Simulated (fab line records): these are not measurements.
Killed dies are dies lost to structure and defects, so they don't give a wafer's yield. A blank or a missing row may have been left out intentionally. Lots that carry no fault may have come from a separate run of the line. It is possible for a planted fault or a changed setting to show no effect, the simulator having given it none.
Shared-tool check ; flow sky130 ; Lots sampled 11, wafers sampled 33

## REASON IT WAS OPENED
2 of 11 lots carry a flag on the reading SD_N_TW at SKY_SD_N_TW_MEAS_12. No-fault wafers: 3971, standard deviation 18.
Rule: a lot is flagged when every wafer of it that has a number lies more than 4 standard deviations from that mean, or none has a number. As for the other lots, they are considered sound.

lot;measured;on;SD_N_TW, wafer by wafer;flag
L643;day 28 06:00;film_metro-04;3931 3919 3945;
L645;day 28 16:19;film_metro-02;3967 3988 3956;
L646;day 29 16:01;film_metro-02;3952 3951 3970;
L647;day 30 00:08;film_metro-02;3955 3957 3965;
L648;day 30 03:34;film_metro-02;4001 3982 3987;
L649;day 30 15:16;film_metro-03;3938 3965 3962;
L650;day 31 01:08;film_metro-03;3989 3989 3979;
L653;day 31 16:58;film_metro-02;3954 3956 4004;
L655;day 32 12:37;film_metro-02;3666 3684 3674;FLAGGED
L658;day 33 08:50;film_metro-03;3663 3687 3678;FLAGGED
L659;day 33 15:57;film_metro-02;3989 4002 3987;
The numbers of the flagged lots are 3675 on average: -296 against the usual, or -16 standard deviations.

## LOT BY LOT: THE TOOL USED
Before the reading, the record contains 3 process steps out of a 708-step route. In each cell: the tool, then ch and the chambers that the sampled wafers went through, then the start.
lot;flag;SKY_SONOS_ONO_STRIP_17;SKY_SD_N_IMPLANT_09;SKY_SD_N_STRIP_11
L643;;plasma_asher-03 ch 0,1, day 12 20:01;implanter-04 ch 0, day 28 05:38;plasma_asher-03 ch 0,1, day 28 05:54
L645;;plasma_asher-02 ch 0,1, day 13 11:17;implanter-01 ch 0, day 28 15:55;plasma_asher-02 ch 0, day 28 16:13
L646;;plasma_asher-03 ch 0,1, day 14 07:51;implanter-03 ch 0, day 29 15:37;plasma_asher-01 ch 0,1, day 29 15:55
L647;;plasma_asher-02 ch 0, day 14 12:11;implanter-03 ch 0, day 29 23:44;plasma_asher-03 ch 0,1, day 30 00:01
L648;;plasma_asher-02 ch 0,1, day 14 17:05;implanter-01 ch 0, day 30 03:10;plasma_asher-02 ch 0,1, day 30 03:28
L649;;plasma_asher-03 ch 0,1, day 15 03:14;implanter-03 ch 0, day 30 14:52;plasma_asher-01 ch 0,1, day 30 15:10
L650;;plasma_asher-02 ch 0,1, day 15 13:13;implanter-03 ch 0, day 31 00:46;plasma_asher-02 ch 0,1, day 31 01:04
L653;;plasma_asher-01 ch 0,1, day 16 08:50;implanter-04 ch 0, day 31 16:34;plasma_asher-02 ch 0,1, day 31 16:52
L655;FLAGGED;plasma_asher-01 ch 0,1, day 17 03:26;implanter-04 ch 0, day 32 12:13;plasma_asher-03 ch 0,1, day 32 12:31
L658;FLAGGED;plasma_asher-01 ch 0,1, day 18 01:14;implanter-04 ch 0, day 33 08:26;plasma_asher-03 ch 0, day 33 08:43
L659;;plasma_asher-01 ch 0,1, day 18 09:49;implanter-01 ch 0, day 33 15:35;plasma_asher-01 ch 0,1, day 33 15:51
These steps, and what they do:
- SKY_SONOS_ONO_STRIP_17: strips in O2/N2.
- SKY_SD_N_IMPLANT_09
- SKY_SD_N_STRIP_11: strips in O2/N2.
- SKY_SD_N_TW_MEAS_12

## FLAGGED AGAINST TOTAL, ONE TOOL AT A TIME (gauges that did the reading follow at the end)
step;tool;lots run;flagged;share of the flagged lots;sound lots run after its first flagged lot
SKY_SONOS_ONO_STRIP_17;plasma_asher-01;4;2;all;1 (L659)
SKY_SONOS_ONO_STRIP_17;plasma_asher-02;4;0;none;-
SKY_SONOS_ONO_STRIP_17;plasma_asher-03;3;0;none;-
SKY_SD_N_IMPLANT_09;implanter-01;3;0;none;-
SKY_SD_N_IMPLANT_09;implanter-03;4;0;none;-
SKY_SD_N_IMPLANT_09;implanter-04;4;2;all;0
SKY_SD_N_STRIP_11;plasma_asher-01;3;0;none;-
SKY_SD_N_STRIP_11;plasma_asher-02;4;0;none;-
SKY_SD_N_STRIP_11;plasma_asher-03;4;2;all;0
SKY_SD_N_TW_MEAS_12;film_metro-02;7;1;some;1 (L659)
SKY_SD_N_TW_MEAS_12;film_metro-03;3;1;some;0
SKY_SD_N_TW_MEAS_12;film_metro-04;1;0;none;-

## WHAT THE TABLE PERMITS
Rows of the table that ran every flagged lot, 3 in all: plasma_asher-01 at SKY_SONOS_ONO_STRIP_17, implanter-04 at SKY_SD_N_IMPLANT_09, plasma_asher-03 at SKY_SD_N_STRIP_11.
- plasma_asher-01 at SKY_SONOS_ONO_STRIP_17: 2 of its 4 lots flagged. Sound lots followed the first flagged one (L659) on it, something a lasting fault affecting the whole tool could not allow.
- implanter-04 at SKY_SD_N_IMPLANT_09: 2 of its 4 lots flagged. Last sound lot L653 at day 31 16:34, first flagged lot L655 at day 32 12:13; a fault beginning in between fits. Its own readings (beam_energy_keV) fall more than 4 standard deviations out on all wafers of the flagged lots.
- plasma_asher-03 at SKY_SD_N_STRIP_11: 2 of its 4 lots flagged. Last sound lot L647 at day 30 00:01, first flagged lot L655 at day 32 12:31; a fault beginning in between fits. Its own readings (oes_product_au, strip_time_to_endpoint_s) fall more than 4 standard deviations out on all wafers of the flagged lots.
Counting lots can't tell these 2 tools apart, because each fits a fault that began at some hour. More lots, or a look at what each step does to the wafer, might.

## WHAT THE SIMULATOR PUT IN
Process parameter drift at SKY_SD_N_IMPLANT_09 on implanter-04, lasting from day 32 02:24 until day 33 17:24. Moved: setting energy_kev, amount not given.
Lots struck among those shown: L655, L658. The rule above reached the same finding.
